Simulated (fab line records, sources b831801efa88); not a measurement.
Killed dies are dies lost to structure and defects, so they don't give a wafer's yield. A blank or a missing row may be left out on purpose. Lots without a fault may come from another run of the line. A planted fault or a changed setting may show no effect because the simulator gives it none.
Chamber matching | flow sky130 | SKY_CONTACT_CMP_04 on cmp-02: 4 sister chambers
The step polishes SiO2. 4 wafers are shown with their chamber, then 10 later ones without.

WAFERS WITH THEIR CHAMBER
wafer  | chamber | motor_current_A (A)
L974.6 | 0       | 12.2
L976.3 | 2       | 13.3
L977.1 | 3       | 13.0
L977.4 | 1       | 12.0

WAFERS WITHOUT THEIR CHAMBER
wafer  | motor_current_A (A)
L977.6 | 13.2
L979.2 | 12.5
L979.3 | 11.6
L979.6 | 13.5
L988.2 | 12.2
L988.5 | 14.3
L988.6 | 11.5
L989.1 | 12.1
L989.2 | 12.3
L989.4 | 12.6

WHICH CHAMBER EACH WENT THROUGH
wafer  | from the rows above               | in truth
L977.6 | can't be placed: 2 or 3           | 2
L979.2 | can't be placed: 0 or 1 or 3 or 2 | 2
L979.3 | can't be placed: 1 or 0           | 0
L979.6 | can't be placed: 2 or 3           | 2
L988.2 | can't be placed: 0 or 1 or 3      | 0
L988.5 | can't be placed: 2 or 3           | 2
L988.6 | can't be placed: 1 or 0           | 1
L989.1 | can't be placed: 0 or 1 or 3      | 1
L989.2 | can't be placed: 0 or 1 or 3      | 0
L989.4 | can't be placed: 0 or 3 or 1 or 2 | 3
Placed correctly: 0 of 10. Can't be placed from these rows: 10 (the true chamber is among the candidates in 10). Placed wrongly: 0.
How it was worked out, from the rows above alone: a wafer's distance from a chamber is the root of the sum, over the readings, of the square of ((its reading less the chamber's mean) divided by the reading's scatter). The wafer belongs to the nearest chamber; if the next one is less than 2 further off, it can't be placed. A chamber's mean is the mean of its shown wafers. The scatter: with one shown wafer a chamber, the root of the mean of the squares of how far each hidden wafer lies from its nearest shown one.
